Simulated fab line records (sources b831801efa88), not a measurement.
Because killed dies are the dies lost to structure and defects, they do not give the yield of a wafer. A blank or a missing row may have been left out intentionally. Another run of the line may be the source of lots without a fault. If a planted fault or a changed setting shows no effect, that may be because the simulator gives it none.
fab line records | flow sfq_line | part 1 of 2: steps 1 to 29 of 41
record: lots: 5 | wafers: 15 | last_day: 81
route steps=325 shown I0@53 M1@58 I1@73 M2@88
lots that met no fault: taken from a fault-free run of the same line
start_h: start of the lot's first displayed wafer, in hours after the record's first day | wait_h: hours from the lot's prior step to this one | " same as the row above | L1.1+2: a row that stands for several wafers | - either no value or no given start | * or withheld: withheld | < > ~ a bound
route shown NAME@n: names a module that has steps shown in the file, with the first one's number in the route | usual: mean/standard deviation taken from wafers without a fault | same: alike in all rows | chamber/n: place in a boat | sites: readings site by site | _std_site: standard deviation of those values | _edge_site: inner sites' mean taken away from outer sites' mean | radius_mm: how far each site lies from the wafer's centre | mask NAME#n: copy n | behind: the last tool/chamber to shape the wafer | hold: why the lot was held/for how many hours/how that ended | device: names the non-switching transistor (n, p or np) | end of line: the tests these same wafers got at the end of their route | where a step has no rows: the recipe by itself | killed: the dies lost at the first sort to structure and to defects; this is not the yield of the wafer | map: a wafer's dies, marking killed ones x, the rest . and places with no die _
set.NAME: the run value of the setting; set.NAME@STEP: its run value at that earlier step | model.NAME: the simulator's own value behind a step, which no gauge read
lots at selected steps of the route; one table per step, one row per wafer
services: the hour from which a tool's chamber was out of use, counted from the record's first day as start_h (under 0 if before that day), plus the number of hours and why
== steps ==
step: SFQ_I0_OVL_MEAS_908
usual: I0_OVL: 3/4.8
lot.wafer | tool       | chamber | start_h | wait_h | I0_OVL[nm]
L082.1    | overlay-01 | -       | 280.77  | 0.1    | -7
L082.5    | "          | -       | "       | "      | 1
L082.6    | "          | -       | "       | "      | -5
L084.2    | overlay-01 | -       | 294.75  | 0.1    | 2
L084.4    | "          | -       | "       | "      | 4
L084.5    | "          | -       | "       | "      | -2
L085.1    | overlay-02 | -       | 331.94  | 0.1    | 11
L085.3    | "          | -       | "       | "      | 4
L085.4    | "          | -       | "       | "      | 2
L088.1    | overlay-02 | -       | 357.24  | 0.1    | 3
L088.3    | "          | -       | "       | "      | 4
L088.6    | "          | -       | "       | "      | 3
L094.2    | overlay-01 | -       | 430.58  | 0.1    | -3
L094.4    | "          | -       | "       | "      | 4
L094.6    | "          | -       | "       | "      | 1
step: SFQ_TRILAYER_I0_VIA_BARC_OPEN_VIA_ETCH_046
recipe: mask_material: PR | chemistry: O2 | target_depth_nm: 125 | target: BARC | source_w: 500 | bias_w: 80 | pressure_mtorr: 30 | time_s: 41.7
usual: drypump_motor_current_A: 5.7/0.57 | oes_product_au: 0.685/0.0042
lot.wafer | tool        | chamber | start_h | wait_h | drypump_motor_current_A | oes_product_au | rf_hours_counter_h
L082.1    | rie_diel-01 | 1       | 280.81  | 0.0    | 4.7                     | 0.681          | 9
L082.5    | "           | 2       | "       | "      | 5.6                     | 0.681          | -
L082.6    | "           | 3       | "       | "      | 6.5                     | 0.684          | -
L084.2    | rie_diel-01 | 3       | 294.78  | 0.0    | 6.5                     | 0.689          | 45
L084.4    | "           | 3       | "       | "      | 6.4                     | 0.690          | -
L084.5    | "           | 0       | "       | "      | 5.7                     | 0.683          | -
L085.1    | rie_diel-02 | 0       | 331.98  | 0.0    | 6.4                     | 0.696          | 108
L085.3    | "           | 2       | "       | "      | 5.6                     | 0.683          | 3
L085.4    | "           | 3       | "       | "      | 5.8                     | 0.683          | 1
L088.1    | rie_diel-04 | 1       | 357.28  | 0.0    | 6.2                     | 0.686          | 11
L088.3    | "           | 2       | "       | "      | 5.7                     | 0.682          | 116
L088.6    | "           | 0       | "       | "      | 5.5                     | 0.686          | -
L094.2    | rie_diel-02 | 1       | 430.61  | 0.0    | 4.8                     | 0.687          | 98
L094.4    | "           | 2       | "       | "      | 5.6                     | 0.689          | 5
L094.6    | "           | 1       | "       | "      | 4.8                     | 0.687          | -
step: SFQ_TRILAYER_I0_VIA_ETCH_VIA_ETCH_034
recipe: target: SiO2 | stop_on: Nb | mask_material: PR | taper_deg: 20 | chemistry: CHF3 | target_depth_nm: 260 | source_w: 500 | bias_w: 80 | pressure_mtorr: 30 | time_s: withheld
usual: drypump_motor_current_A: 5.7/0.57 | oes_product_au: 0.854/0.0054
lot.wafer | tool        | chamber | start_h | wait_h | drypump_motor_current_A | oes_product_au
L082.1    | rie_diel-01 | 1       | 280.85  | 0.0    | 4.7                     | 0.846
L082.5    | "           | 2       | "       | "      | 5.6                     | 0.855
L082.6    | "           | 3       | "       | "      | 6.5                     | 0.855
L084.2    | rie_diel-01 | 3       | 294.82  | 0.0    | 6.5                     | 0.853
L084.4    | "           | 3       | "       | "      | 6.5                     | 0.851
L084.5    | "           | 0       | "       | "      | 5.7                     | 0.850
L085.1    | rie_diel-02 | 0       | 332.02  | 0.0    | 6.4                     | 0.859
L085.3    | "           | 2       | "       | "      | 5.6                     | 0.855
L085.4    | "           | 3       | "       | "      | 5.8                     | 0.866
L088.1    | rie_diel-04 | 1       | 357.32  | 0.0    | 6.2                     | 0.847
L088.3    | "           | 2       | "       | "      | 5.7                     | 0.856
L088.6    | "           | 0       | "       | "      | 5.6                     | 0.859
L094.2    | rie_diel-02 | 1       | 430.65  | 0.0    | 4.8                     | 0.853
L094.4    | "           | 2       | "       | "      | 5.6                     | 0.852
L094.6    | "           | 1       | "       | "      | 4.8                     | 0.846
step: SFQ_TRILAYER_I0_VIA_STRIP_STRIP_035
recipe: gas: O2 | power_w: 200 | platen_temp_c: 40 | overash_fraction: 0.65 | chemistry: O2 | pressure_mtorr: 50
usual: drypump_motor_current_A: 5.8/0.46 | he_backside_leak_sccm: 3.5/0.32 | oes_product_au: 0.999/0.0066
lot.wafer | tool         | chamber | start_h | wait_h | drypump_motor_current_A | he_backside_leak_sccm | oes_product_au | rf_hours_counter_h
L082.1    | rie_metal-03 | 1       | 280.96  | -      | 4.9                     | 3.3                   | 1.001          | 13
L082.5    | "            | 1       | "       | "      | 4.9                     | 3.4                   | 1.002          | -
L082.6    | "            | 0       | "       | "      | 6.1                     | 3.5                   | 1.001          | -
L084.2    | rie_metal-02 | 1       | 294.93  | -      | 5.6                     | 3.1                   | 0.995          | 3
L084.4    | "            | 1       | "       | "      | 5.6                     | 3.2                   | 1.000          | -
L084.5    | "            | 1       | "       | "      | 5.6                     | 3.2                   | 1.000          | -
L085.1    | rie_metal-02 | 0       | 332.13  | -      | 6.4                     | 3.3                   | 1.003          | 23
L085.3    | "            | 1       | "       | "      | 5.6                     | 3.3                   | 1.010          | -
L085.4    | "            | 0       | "       | "      | 6.4                     | 3.5                   | 0.999          | -
L088.1    | rie_metal-03 | 0       | 357.43  | -      | 6.0                     | 3.2                   | 1.006          | 0
L088.3    | "            | 0       | "       | "      | 6.1                     | 3.2                   | 1.004          | -
L088.6    | "            | 0       | "       | "      | 6.1                     | 3.2                   | 1.003          | -
L094.2    | rie_metal-02 | 0       | 430.76  | -      | 6.4                     | 6.5                   | 0.998          | 39
L094.4    | "            | 1       | "       | "      | 5.6                     | 3.1                   | 1.001          | -
L094.6    | "            | 1       | "       | "      | 5.6                     | 3.2                   | 1.004          | -
step: SFQ_TRILAYER_I0_VIA_STRIP_SOLV_CLEAN_036
recipe: chemistry: NMP | temp_c: 70 | time_s: 600
lot.wafer  | tool         | chamber | start_h | wait_h
L082.1+5+6 | wet_bench-01 | 4,3,2   | 281.56  | 0.4
L084.2+4+5 | wet_bench-03 | 3,0,7   | 295.53  | 0.4
L085.1+3+4 | wet_bench-01 | 2,6,0   | 332.73  | 0.4
L088.1+3+6 | wet_bench-03 | 0,1,3   | 358.03  | 0.4
L094.2+4+6 | wet_bench-03 | 6,1,4   | 431.36  | 0.4
step: SFQ_TRILAYER_M1_DEP_PRE_CLEAN_038
recipe: gas: Ar | time_s: 22.5 | bias_v: 250
lot.wafer  | tool           | chamber | start_h | wait_h
L082.1+5+6 | pvd_sputter-03 | -       | 281.73  | 0.0
L084.2+4+5 | pvd_sputter-06 | -       | 295.71  | 0.0
L085.1+3+4 | pvd_sputter-05 | -       | 332.91  | 0.0
L088.1+3+6 | pvd_sputter-06 | -       | 358.21  | 0.0
L094.2+4+6 | pvd_sputter-06 | -       | 431.55  | 0.0
step: SFQ_TRILAYER_M1_DEP_SPUTTER_037
recipe: material: Nb | base_pressure_pa: 1.33e-06 | chamber_pressure_pa: 0.1333 | substrate_temp_c: 20 | resputter_cathode_voltage_v: 400 | target_thk_nm: 200 | power_w: 2000 | time_s: 133.3
usual: throttle_valve_pct: 30.2/1.1
lot.wafer | tool           | chamber | start_h | wait_h | throttle_valve_pct
L082.1    | pvd_sputter-03 | -       | 281.76  | 0.0    | 32.0
L082.5    | "              | -       | "       | "      | 30.0
L082.6    | "              | -       | "       | "      | 29.7
L084.2    | pvd_sputter-06 | -       | 295.74  | 0.0    | 28.7
L084.4    | "              | -       | "       | "      | 31.1
L084.5    | "              | -       | "       | "      | 29.3
L085.1    | pvd_sputter-05 | -       | 332.94  | 0.0    | 30.0
L085.3    | "              | -       | "       | "      | 29.5
L085.4    | "              | -       | "       | "      | 31.3
L088.1    | pvd_sputter-06 | -       | 358.24  | 0.0    | 29.1
L088.3    | "              | -       | "       | "      | 31.1
L088.6    | "              | -       | "       | "      | 31.2
L094.2    | pvd_sputter-06 | -       | 431.58  | 0.0    | 30.1
L094.4    | "              | -       | "       | "      | 28.9
L094.6    | "              | -       | "       | "      | 31.3
step: SFQ_M1_RS_MEAS_909
recipe: thk_meas_gauge: four-point-probe | reads: Nb_of_TRILAYER_M1_DEP_SPUTTER_037
usual: M1_NB_RS: 0.889/0.0086
lot.wafer | tool          | chamber | start_h | wait_h | M1_NB_RS[ohm/sq]
L082.1    | film_metro-02 | -       | 281.85  | 0.0    | 0.876
L082.5    | "             | -       | "       | "      | 0.874
L082.6    | "             | -       | "       | "      | 0.880
L084.2    | film_metro-01 | -       | 295.85  | 0.1    | 0.884
L084.4    | "             | -       | "       | "      | 0.886
L084.5    | "             | -       | "       | "      | 0.882
L085.1    | film_metro-02 | -       | 333.03  | 0.0    | 0.880
L085.3    | "             | -       | "       | "      | 0.870
L085.4    | "             | -       | "       | "      | 0.875
L088.1    | film_metro-02 | -       | 358.33  | 0.0    | 0.905
L088.3    | "             | -       | "       | "      | 0.898
L088.6    | "             | -       | "       | "      | 0.905
L094.2    | film_metro-02 | -       | 431.69  | 0.1    | 0.894
L094.4    | "             | -       | "       | "      | 0.882
L094.6    | "             | -       | "       | "      | 0.886
step: SFQ_TRILAYER_M1_LITHO_COAT_044
recipe: resist: BARC | spin_rpm: 3000 | resist_thk_nm: 62
lot.wafer  | tool           | chamber | start_h | wait_h
L082.1+5+6 | litho_track-02 | 0       | 282.03  | 0.1
L084.2+4+5 | litho_track-01 | 0       | 296.06  | 0.1
L085.1+3+4 | litho_track-01 | 0       | 333.21  | 0.1
L088.1+3+6 | litho_track-04 | 0       | 358.51  | 0.1
L094.2+4+6 | litho_track-02 | 0       | 431.90  | 0.1
step: SFQ_TRILAYER_M1_LITHO_COAT_039
recipe: resist: KrF | spin_rpm: 3000 | resist_thk_nm: 600
lot.wafer  | tool           | chamber | start_h | wait_h
L082.1+5+6 | litho_track-02 | 0       | 282.33  | 0.2
L084.2+4+5 | litho_track-01 | 0       | 296.36  | 0.2
L085.1+3+4 | litho_track-01 | 0       | 333.51  | 0.2
L088.1+3+6 | litho_track-04 | 0       | 358.81  | 0.2
L094.2+4+6 | litho_track-02 | 0       | 432.20  | 0.2
step: SFQ_TRILAYER_M1_LITHO_SOFTBAKE_043
recipe: temp_c: withheld | time_s: withheld | resist: KrF
lot.wafer  | tool           | chamber | start_h | wait_h
L082.1+5+6 | litho_track-02 | 0       | 282.63  | 0.2
L084.2+4+5 | litho_track-01 | 0       | 296.63  | 0.2
L085.1+3+4 | litho_track-01 | 0       | 333.81  | 0.2
L088.1+3+6 | litho_track-04 | 0       | 359.11  | 0.2
L094.2+4+6 | litho_track-02 | 0       | 432.48  | 0.2
step: SFQ_TRILAYER_M1_LITHO_EXPOSE_040
recipe: mask_id: M1 | na: 0.6 | source_shape: conventional | sigma_outer: 0.65 | target_cd_nm: 500 | dose_mj: 14.4
lot.wafer  | tool           | chamber | start_h | wait_h | mask
L082.1+5+6 | krf_scanner-01 | 0       | 415.87  | -      | M1#0
L084.2+4+5 | krf_scanner-01 | 0       | 430.47  | -      | M1#0
L085.1+3+4 | krf_scanner-01 | 0       | 477.07  | -      | M1#0
L088.1+3+6 | krf_scanner-01 | 0       | 511.87  | -      | M1#0
L094.2+4+6 | krf_scanner-02 | 0       | 590.67  | -      | M1#0
step: SFQ_TRILAYER_M1_LITHO_PEB_042
recipe: peb_temp_c: 115 | peb_time_s: 60 | resist: KrF
lot.wafer  | tool           | chamber | start_h | wait_h
L082.1+5+6 | litho_track-04 | 0       | 417.07  | 1.0
L084.2+4+5 | litho_track-04 | 0       | 431.49  | 0.8
L085.1+3+4 | litho_track-04 | 0       | 478.27  | 1.0
L088.1+3+6 | litho_track-01 | 0       | 513.07  | 1.0
L094.2+4+6 | litho_track-02 | 0       | 591.69  | 0.8
step: SFQ_TRILAYER_M1_LITHO_DEVELOP_041
recipe: time_s: 60 | resist: KrF
lot.wafer  | tool           | chamber | start_h | wait_h
L082.1+5+6 | litho_track-04 | 0       | 417.22  | 0.1
L084.2+4+5 | litho_track-04 | 0       | 431.64  | 0.1
L085.1+3+4 | litho_track-04 | 0       | 478.42  | 0.1
L088.1+3+6 | litho_track-01 | 0       | 513.22  | 0.1
L094.2+4+6 | litho_track-02 | 0       | 591.84  | 0.1
step: SFQ_M1_OVL_MEAS_911
usual: M1_OVL: 1/4.1
lot.wafer | tool       | chamber | start_h | wait_h | M1_OVL[nm]
L082.1    | overlay-02 | -       | 417.37  | 0.1    | 1
L082.5    | "          | -       | "       | "      | 0
L082.6    | "          | -       | "       | "      | 6
L084.2    | overlay-01 | -       | 431.77  | 0.1    | 2
L084.4    | "          | -       | "       | "      | 1
L084.5    | "          | -       | "       | "      | 4
L085.1    | overlay-02 | -       | 478.57  | 0.1    | 2
L085.3    | "          | -       | "       | "      | 1
L085.4    | "          | -       | "       | "      | -4
L088.1    | overlay-01 | -       | 513.37  | 0.1    | 2
L088.3    | "          | -       | "       | "      | 0
L088.6    | "          | -       | "       | "      | 5
L094.2    | overlay-02 | -       | 591.98  | 0.1    | 1
L094.4    | "          | -       | "       | "      | 2
L094.6    | "          | -       | "       | "      | 1
step: SFQ_TRILAYER_M1_BARC_OPEN_METAL_ETCH_054
recipe: mask_material: PR | chemistry: O2 | target_depth_nm: 125 | target: BARC | icp_w: 600 | bias_w: 80 | pressure_mtorr: 10 | time_s: 41.7
usual: drypump_motor_current_A: 5.6/0.45 | he_backside_leak_sccm: 3.55/0.2 | oes_product_au: 0.686/0.0047
lot.wafer | tool         | chamber | start_h | wait_h | drypump_motor_current_A | he_backside_leak_sccm | oes_product_au | rf_hours_counter_h
L082.1    | rie_metal-01 | 1       | 417.40  | 0.0    | 5.5                     | 3.38                  | 0.686          | 3
L082.5    | "            | 0       | "       | "      | 6.1                     | 3.58                  | 0.679          | -
L082.6    | "            | 1       | "       | "      | 5.5                     | 3.42                  | 0.691          | -
L084.2    | rie_metal-04 | 0       | 431.80  | 0.0    | 5.3                     | 3.52                  | 0.679          | 71
L084.4    | "            | 1       | "       | "      | 5.0                     | 3.67                  | 0.681          | -
L084.5    | "            | 1       | "       | "      | 5.0                     | 3.73                  | 0.692          | -
L085.1    | rie_metal-01 | 0       | 478.60  | 0.0    | 6.1                     | 3.57                  | 0.677          | 69
L085.3    | "            | 0       | "       | "      | 6.1                     | 3.71                  | 0.687          | -
L085.4    | "            | 1       | "       | "      | 5.5                     | 3.30                  | 0.686          | -
L088.1    | rie_metal-01 | 1       | 513.40  | 0.0    | 5.5                     | 3.31                  | 0.687          | 20
L088.3    | "            | 0       | "       | "      | 6.1                     | 3.66                  | 0.688          | -
L088.6    | "            | 1       | "       | "      | 5.5                     | 3.19                  | 0.689          | -
L094.2    | rie_metal-01 | 1       | 592.01  | 0.0    | 5.5                     | 3.36                  | 0.690          | 33
L094.4    | "            | 1       | "       | "      | 5.5                     | 3.17                  | 0.681          | -
L094.6    | "            | 0       | "       | "      | 6.1                     | 3.89                  | 0.685          | -
step: SFQ_TRILAYER_M1_ETCH_METAL_ETCH_042
recipe: target: Nb | stop_on: SiO2 | mask_material: PR | chemistry: Cl2/Ar | target_depth_nm: 240 | icp_w: 600 | bias_w: 80 | pressure_mtorr: 10 | time_s: 120
usual: drypump_motor_current_A: 5.6/0.45 | he_backside_leak_sccm: 3.55/0.19 | oes_product_au: 0.895/0.0062
lot.wafer | tool         | chamber | start_h | wait_h | drypump_motor_current_A | he_backside_leak_sccm | oes_product_au | rf_hours_counter_h
L082.1    | rie_metal-01 | 1       | 417.46  | 0.0    | 5.5                     | 3.29                  | 0.905          | 3
L082.5    | "            | 0       | "       | "      | 6.1                     | 3.52                  | 0.909          | -
L082.6    | "            | 1       | "       | "      | 5.5                     | 3.29                  | 0.902          | -
L084.2    | rie_metal-04 | 0       | 431.86  | 0.0    | 5.2                     | 3.66                  | 0.895          | 71
L084.4    | "            | 1       | "       | "      | 5.0                     | 3.53                  | 0.888          | -
L084.5    | "            | 1       | "       | "      | 5.0                     | 3.43                  | 0.891          | -
L085.1    | rie_metal-01 | 0       | 478.66  | 0.0    | 6.0                     | 3.59                  | 0.907          | 69
L085.3    | "            | 0       | "       | "      | 6.1                     | 3.56                  | 0.907          | -
L085.4    | "            | 1       | "       | "      | 5.5                     | 3.42                  | 0.909          | -
L088.1    | rie_metal-01 | 1       | 513.46  | 0.0    | 5.5                     | 3.27                  | 0.884          | 20
L088.3    | "            | 0       | "       | "      | 6.1                     | 3.74                  | 0.888          | -
L088.6    | "            | 1       | "       | "      | 5.5                     | 3.12                  | 0.890          | -
L094.2    | rie_metal-01 | 1       | 592.06  | 0.0    | 5.5                     | 3.30                  | 0.889          | 33
L094.4    | "            | 1       | "       | "      | 5.5                     | 3.37                  | 0.897          | -
L094.6    | "            | 0       | "       | "      | 6.1                     | 3.67                  | 0.898          | -
step: SFQ_TRILAYER_M1_STRIP_STRIP_043
recipe: gas: O2 | power_w: 200 | platen_temp_c: 40 | overash_fraction: 0.65 | chemistry: O2 | pressure_mtorr: 50
usual: drypump_motor_current_A: 5.6/0.45 | he_backside_leak_sccm: 3.6/0.43 | oes_product_au: 1.001/0.0075
lot.wafer | tool         | chamber | start_h | wait_h | drypump_motor_current_A | he_backside_leak_sccm | oes_product_au | rf_hours_counter_h
L082.1    | rie_metal-01 | 1       | 417.59  | 0.1    | 5.5                     | 3.3                   | 0.994          | 3
L082.5    | "            | 0       | "       | "      | 6.1                     | 3.7                   | 0.997          | -
L082.6    | "            | 1       | "       | "      | 5.5                     | 3.3                   | 0.982          | -
L084.2    | rie_metal-04 | 0       | 431.99  | 0.1    | 5.3                     | 3.8                   | 1.003          | 71
L084.4    | "            | 1       | "       | "      | 5.0                     | 3.8                   | 1.010          | -
L084.5    | "            | 1       | "       | "      | 5.0                     | 3.7                   | 1.006          | -
L085.1    | rie_metal-01 | 0       | 478.79  | 0.1    | 6.1                     | 3.8                   | 0.998          | 69
L085.3    | "            | 0       | "       | "      | 6.1                     | 3.6                   | 1.001          | -
L085.4    | "            | 1       | "       | "      | 5.5                     | 3.4                   | 1.005          | -
L088.1    | rie_metal-01 | 1       | 513.59  | 0.1    | 5.5                     | 3.4                   | 0.982          | 20
L088.3    | "            | 0       | "       | "      | 6.1                     | 3.7                   | 1.000          | -
L088.6    | "            | 1       | "       | "      | 5.5                     | 3.4                   | 0.990          | -
L094.2    | rie_metal-01 | 1       | 592.19  | 0.1    | 5.5                     | 3.4                   | 1.004          | 33
L094.4    | "            | 1       | "       | "      | 5.5                     | 3.4                   | 1.002          | -
L094.6    | "            | 0       | "       | "      | 6.1                     | 3.6                   | 1.012          | -
step: SFQ_TRILAYER_M1_STRIP_SOLV_CLEAN_044
recipe: chemistry: NMP | temp_c: 70 | time_s: 600
lot.wafer  | tool         | chamber | start_h | wait_h
L082.1+5+6 | wet_bench-01 | 7,0,1   | 418.19  | 0.4
L084.2+4+5 | wet_bench-02 | 6,5,4   | 432.59  | 0.4
L085.1+3+4 | wet_bench-01 | 0,6,5   | 479.39  | 0.4
L088.1+3+6 | wet_bench-01 | 2,3,6   | 514.19  | 0.4
L094.2+4+6 | wet_bench-03 | 7,3,2   | 592.79  | 0.4
step: SFQ_TRILAYER_I1_DEP_PECVD_045
recipe: material: SiO2 | temp_c: 150 | time_s: 111.11 | pressure_torr: 2.4 | rf_w: 183.3 | precursor: SiH4/N2O | target_thk_nm: 500
usual: heater_power_w: 83/18 | susceptor_temp_C: 149.99/0.14 | throttle_valve_pct: 25.8/1.1
lot.wafer | tool     | chamber | start_h | wait_h | heater_power_w | susceptor_temp_C | throttle_valve_pct
L082.1    | pecvd-03 | 1       | 418.36  | 0.0    | 76             | 150.34           | 24.2
L082.5    | "        | 1       | "       | "      | 78             | 150.00           | 24.6
L082.6    | "        | 2       | "       | "      | 49             | 150.03           | 25.0
L084.2    | pecvd-03 | 0       | 432.76  | 0.0    | 89             | 149.97           | 23.6
L084.4    | "        | 2       | "       | "      | 57             | 150.17           | 25.4
L084.5    | "        | 1       | "       | "      | 65             | 149.91           | 24.7
L085.1    | pecvd-04 | 0       | 479.56  | 0.0    | 86             | 149.71           | 27.8
L085.3    | "        | 2       | "       | "      | 115            | 149.94           | 26.5
L085.4    | "        | 2       | "       | "      | 117            | 150.17           | 26.9
L088.1    | pecvd-01 | 1       | 514.38  | 0.0    | 64             | 149.96           | 26.4
L088.3    | "        | 2       | "       | "      | 88             | 150.08           | 25.3
L088.6    | "        | 1       | "       | "      | 66             | 150.08           | 26.5
L094.2    | pecvd-01 | 1       | 592.96  | 0.0    | 70             | 150.02           | 26.3
L094.4    | "        | 2       | "       | "      | 102            | 149.84           | 25.6
L094.6    | "        | 0       | "       | "      | 59             | 150.16           | 25.7
step: SFQ_TRILAYER_I1_CMP_CMP_046
recipe: material: SiO2 | down_force_psi: 3 | platen_rpm: 60 | pad_velocity_m_s: 0.94248
usual: motor_current_A: 10.7/1 | time_to_endpoint_s: 215/6.1
lot.wafer | tool   | chamber | start_h | wait_h | motor_current_A | time_to_endpoint_s
L082.1    | cmp-01 | 2       | 419.94  | 1.5    | 10.4            | 210
L082.6    | "      | 3       | "       | "      | 11.6            | 216
L082.5    | "      | 0       | "       | "      | 11.9            | 214
L084.4    | cmp-01 | 1       | 435.88  | 3.0    | 11.3            | 213
L084.2    | "      | 3       | 436.88  | 4.1    | 11.1            | 215
L084.5    | "      | 0       | "       | "      | 11.6            | 217
L085.1    | cmp-01 | 1       | 481.53  | 1.9    | 11.3            | 209
L085.3    | "      | 3       | 482.53  | 2.9    | 11.3            | 213
L085.4    | "      | 0       | "       | "      | 11.1            | 221
L088.1    | cmp-01 | 3       | 519.27  | 4.8    | 11.4            | 222
L088.3    | "      | 1       | 520.27  | 5.8    | 12.0            | 220
L088.6    | "      | 2       | "       | "      | 9.3             | 227
L094.2    | cmp-02 | 0       | 595.66  | 2.7    | 9.5             | 219
L094.4    | "      | 1       | "       | "      | 11.3            | 211
L094.6    | "      | 3       | 597.16  | 4.1    | 10.0            | 212
step: SFQ_I1_BOW_MEAS_912
recipe: mode: bow
usual: I1_BOW: 2/7.9
lot.wafer | tool          | chamber | start_h | wait_h | I1_BOW[um]
L082.1    | film_metro-01 | -       | 421.44  | 1.0    | -8
L082.5    | "             | -       | "       | "      | 4
L082.6    | "             | -       | "       | "      | -14
L084.2    | film_metro-01 | -       | 438.40  | 1.0    | -8
L084.4    | "             | -       | "       | "      | -3
L084.5    | "             | -       | "       | "      | 7
L085.1    | film_metro-04 | -       | 484.53  | 2.5    | -12
L085.3    | "             | -       | "       | "      | 4
L085.4    | "             | -       | "       | "      | 4
L088.1    | film_metro-03 | -       | 521.77  | 2.0    | -1
L088.3    | "             | -       | "       | "      | 9
L088.6    | "             | -       | "       | "      | 1
L094.2    | film_metro-04 | -       | 598.18  | 2.0    | -1
L094.4    | "             | -       | "       | "      | 5
L094.6    | "             | -       | "       | "      | 14
step: SFQ_TRILAYER_I1_METRO_MEASURE_047
usual: thk_nm: 199.9/0.71
lot.wafer | tool          | chamber | start_h | wait_h | thk_nm
L082.1    | film_metro-01 | -       | 421.56  | 0.1    | 200.2
L082.5    | "             | -       | "       | "      | 199.3
L082.6    | "             | -       | "       | "      | 200.2
L084.2    | film_metro-01 | -       | 438.70  | 0.3    | 200.9
L084.4    | "             | -       | "       | "      | 200.7
L084.5    | "             | -       | "       | "      | 200.5
L085.1    | film_metro-04 | -       | 484.65  | 0.1    | 199.8
L085.3    | "             | -       | "       | "      | 200.8
L085.4    | "             | -       | "       | "      | 199.5
L088.1    | film_metro-03 | -       | 521.89  | 0.1    | 201.3
L088.3    | "             | -       | "       | "      | 200.6
L088.6    | "             | -       | "       | "      | 200.2
L094.2    | film_metro-04 | -       | 598.48  | 0.3    | 200.2
L094.4    | "             | -       | "       | "      | 200.3
L094.6    | "             | -       | "       | "      | 199.6
step: SFQ_TRILAYER_I1_VIA_LITHO_COAT_054
recipe: resist: BARC | spin_rpm: 3000 | resist_thk_nm: 62
lot.wafer  | tool           | chamber | start_h | wait_h
L082.1+5+6 | litho_track-03 | 0       | 422.93  | 1.2
L084.2+4+5 | litho_track-01 | 0       | 439.75  | 0.8
L085.1+3+4 | litho_track-03 | 0       | 485.85  | 1.0
L088.1+3+6 | litho_track-01 | 0       | 523.09  | 1.0
L094.2+4+6 | litho_track-03 | 0       | 599.53  | 0.8
step: SFQ_TRILAYER_I1_VIA_LITHO_COAT_049
recipe: resist: KrF | spin_rpm: 3000 | resist_thk_nm: 650
lot.wafer  | tool           | chamber | start_h | wait_h
L082.1+5+6 | litho_track-03 | 0       | 423.23  | 0.2
L084.2+4+5 | litho_track-01 | 0       | 440.05  | 0.2
L085.1+3+4 | litho_track-03 | 0       | 486.15  | 0.2
L088.1+3+6 | litho_track-01 | 0       | 523.39  | 0.2
L094.2+4+6 | litho_track-03 | 0       | 599.83  | 0.2
step: SFQ_TRILAYER_I1_VIA_LITHO_SOFTBAKE_053
recipe: temp_c: withheld | time_s: withheld | resist: KrF
lot.wafer  | tool           | chamber | start_h | wait_h
L082.1+5+6 | litho_track-03 | 0       | 423.53  | 0.2
L084.2+4+5 | litho_track-01 | 0       | 440.32  | 0.2
L085.1+3+4 | litho_track-03 | 0       | 486.45  | 0.2
L088.1+3+6 | litho_track-01 | 0       | 523.69  | 0.2
L094.2+4+6 | litho_track-03 | 0       | 600.11  | 0.2
step: SFQ_TRILAYER_I1_VIA_LITHO_EXPOSE_050
recipe: mask_id: I1 | na: 0.6 | source_shape: conventional | sigma_outer: 0.65 | target_cd_nm: 500 | dose_mj: 21.3
lot.wafer  | tool           | chamber | start_h | wait_h | mask
L082.1+5+6 | krf_scanner-02 | 0       | 579.67  | -      | I1#0
L084.2+4+5 | krf_scanner-02 | 0       | 599.07  | -      | I1#0
L085.1+3+4 | krf_scanner-01 | 0       | 639.83  | -      | I1#0
L088.1+3+6 | krf_scanner-01 | 0       | 673.43  | -      | I1#0
L094.2+4+6 | krf_scanner-02 | 0       | 749.91  | -      | I1#0
step: SFQ_TRILAYER_I1_VIA_LITHO_PEB_052
recipe: peb_temp_c: 115 | peb_time_s: 60 | resist: KrF
lot.wafer  | tool           | chamber | start_h | wait_h
L082.1+5+6 | litho_track-03 | 0       | 580.87  | 1.0
L084.2+4+5 | litho_track-02 | 0       | 600.09  | 0.8
L085.1+3+4 | litho_track-03 | 0       | 641.03  | 1.0
L088.1+3+6 | litho_track-01 | 0       | 674.63  | 1.0
L094.2+4+6 | litho_track-01 | 0       | 750.93  | 0.8
step: SFQ_TRILAYER_I1_VIA_LITHO_DEVELOP_051
recipe: time_s: 60 | resist: KrF
lot.wafer  | tool           | chamber | start_h | wait_h
L082.1+5+6 | litho_track-03 | 0       | 581.02  | 0.1
L084.2+4+5 | litho_track-02 | 0       | 600.24  | 0.1
L085.1+3+4 | litho_track-03 | 0       | 641.18  | 0.1
L088.1+3+6 | litho_track-01 | 0       | 674.78  | 0.1
L094.2+4+6 | litho_track-01 | 0       | 751.08  | 0.1
